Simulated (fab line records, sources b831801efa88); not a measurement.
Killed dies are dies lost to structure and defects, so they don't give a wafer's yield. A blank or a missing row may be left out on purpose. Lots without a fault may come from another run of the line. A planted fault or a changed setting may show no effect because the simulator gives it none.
Chamber matching | flow sky130 | SKY_CONTACT_CVD_00 on pecvd-02: 3 sister chambers
The step deposits Si3N4, target thk 75 nm. 6 wafers are shown with their chamber, then 11 later ones without.

WAFERS WITH THEIR CHAMBER
wafer  | chamber | heater_power_w (W)
L087.3 | 0       | 548
L087.6 | 2       | 746
L091.2 | 1       | 718
L091.3 | 0       | 528
L091.6 | 2       | 812
L092.1 | 1       | 712

WAFERS WITHOUT THEIR CHAMBER
wafer  | heater_power_w (W)
L092.3 | 480
L092.4 | 718
L094.1 | 534
L094.2 | 800
L094.6 | 737
L095.1 | 547
L095.2 | 780
L095.4 | 785
L096.2 | 820
L096.3 | 537
L096.6 | 613

WHICH CHAMBER EACH WENT THROUGH
wafer  | from the rows above     | in truth
L092.3 | 0                       | 0
L092.4 | 1                       | 1
L094.1 | 0                       | 0
L094.2 | 2                       | 2
L094.6 | can't be placed: 1 or 2 | 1
L095.1 | 0                       | 0
L095.2 | 2                       | 2
L095.4 | 2                       | 2
L096.2 | 2                       | 2
L096.3 | 0                       | 0
L096.6 | can't be placed: 0 or 1 | 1
Placed correctly: 9 of 11. Can't be placed from these rows: 2 (the true chamber is among the candidates in 2). Placed wrongly: 0.
How it was worked out, from the rows above alone: a wafer's distance from a chamber is the root of the sum, over the readings, of the square of ((its reading less the chamber's mean) divided by the reading's scatter). The wafer belongs to the nearest chamber; if the next one is less than 2 further off, it can't be placed. A chamber's mean is the mean of its shown wafers. The scatter: the root of (the sum of the squares of (reading less its chamber's mean) over the shown wafers, divided by (wafers less chambers)).
